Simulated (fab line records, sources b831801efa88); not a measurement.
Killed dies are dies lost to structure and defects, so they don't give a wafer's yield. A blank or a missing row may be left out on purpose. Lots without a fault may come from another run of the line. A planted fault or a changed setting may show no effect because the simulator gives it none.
A struck lot beside a sound one | flow sky130 | 17 steps out of a route of 708
Sound: wafers L300.1, L300.2, L300.3. Struck: wafer L314.1. (L314.2 of the same lot was not struck and is left out.) The cause comes at the end.
At each step with rows: each side's tool, then ch and its chambers, then its first start. Under that, the readings that differ: sound wafers | struck wafers | difference of the means | sigmas: that difference in standard deviations of wafers without a fault.
alike: readings whose means differ by less than 2 such deviations, and words and numbers that are the same on both sides. not compared: withheld readings, readings that some wafer has no value for, bounds like >300 that may hide the same value, and numbers for which the record gives no deviation and whose values overlap.
The two part at a step that has a row with sigmas, a row that says differs or no value, or rows on one side only. Numbers that don't overlap but have no deviation are shown without sigmas and don't part them. A reading that every wafer of one side lacks parts them only if that side has two wafers or more.

first, 2 steps without rows for these wafers: SKY_NWELL_IMPLANT_12; SKY_NWELL_IMPLANT_13.
SKY_NWELL_STRIP_14: strips in O2/N2.
  sound on plasma_asher-04 ch 0,1, day 4 20:54; struck on plasma_asher-04 ch 1, day 8 09:49
  reading             | sound             | struck | difference | sigmas
  n2_flow_sccm (sccm) | 300.5 298.8 299.6 | 301.5  | +1.9       | +2
  alike: drypump_motor_current_A, oes_product_au, strip_time_to_endpoint_s
  not compared: rf_hours_counter_h
SKY_NWELL_TW_MEAS_15:
  sound on film_metro-02, day 4 21:00; struck on film_metro-01, day 8 09:55
  alike: NWELL_TW
then, 7 steps without rows for these wafers: SKY_NWELL_DEHYDRATE_16 (time 60 s); SKY_NWELL_HMDS_17 (prime time 60 s); SKY_NWELL_COAT_18 (resist thk 3000 nm); SKY_NWELL_SOFTBAKE_19; SKY_NWELL_EXPOSE_20 (exposes mask NWM COMPLEMENT, target cd 840 nm); SKY_NWELL_PEB_21; SKY_NWELL_DEVELOP_22 (develop time 60 s).
SKY_NWELL_OVL_MEAS_23:
  sound on overlay-01, day 5 14:29; struck on overlay-02, day 9 06:04
  alike: NWELL_01_OVL
SKY_NWELL_IMPLANT_24:
  sound on implanter-03 ch 0, day 5 14:32; struck on implanter-03 ch 0, day 9 06:06
  alike: beam_on_s
SKY_NWELL_STRIP_25: strips in O2/N2.
  sound on plasma_asher-03 ch 0,1, day 5 14:41; struck on plasma_asher-03 ch 1, day 9 06:15
  alike: drypump_motor_current_A, n2_flow_sccm, oes_product_au, strip_time_to_endpoint_s
  not compared: rf_hours_counter_h
SKY_NWELL_TW_MEAS_26:
  sound on film_metro-02, day 5 14:47; struck on film_metro-02, day 9 06:21
  reading    | sound             | struck | difference | sigmas
  NWELL_2_TW | 495.9 497.6 496.4 | 478.8  | -17.8      | -6
then, 1 step without rows for these wafers: SKY_NWELL_CLEAN_27 (cleans in SC1/SC2, time 150 s).
-- the record jumps here: 40 days lie between the struck wafers' starts before and after (it left off in module NWELL and takes up again in module PAD_OPEN, whose first step shown is number 708 of the route) --
SKY_PAD_OPEN_PROBE_99:
  sound on prober-01, day 45 20:16; struck on prober-01, day 49 17:43
  reading                                                    | sound                         | struck    | difference | sigmas
  killed_at_front_end                                        | 15 9 11                       | 22        | +10        | +3
  model.etest.pfet_16v.r_on_ohm_um                           | 1.566e+04 1.543e+04 1.552e+04 | 1.624e+04 | +7.033e+02 |
  model.etest.res_iso_pwell.rs_ohm_sq                        | 3627 3422 3518                | 3310      | -212       |
  model.etest.res_pwell_under_gate.rs_ohm_sq                 | 2292 2293 2314                | 2529      | +229       |
  model.etest.res_pwell_under_gate.rs_ohm_sq_range           | 35.23 89.4 50.41              | 248.1     | +189.8     |
  model.etest.res_iso_pwell.line_ohm_um                      | 1380 1319 1346                | 1250      | -98        |
  model.etest.res_pwell_under_gate.rs_ohm_sq_rim_less_centre | -10.06 8.072 30.68            | -108.3    | -117.9     |
  model.etest.pfet_16v.drive_ua_um                           | 241.2 248.2 248.4             | 230.7     | -15.2      |
  model.etest.res_nwell.width_nm (nm)                        | 846.4 847.5 844               | 852       | +6         |
  alike: killed_at_M0_to_M3, killed_at_M4_up, killed_at_contacts, killed_at_other, killed_dies, killed_on_rim, killed_open, killed_short

WHERE THEY PART
First at SKY_NWELL_STRIP_14; last, within this record, at SKY_PAD_OPEN_PROBE_99.

WHY: what the simulator had put in
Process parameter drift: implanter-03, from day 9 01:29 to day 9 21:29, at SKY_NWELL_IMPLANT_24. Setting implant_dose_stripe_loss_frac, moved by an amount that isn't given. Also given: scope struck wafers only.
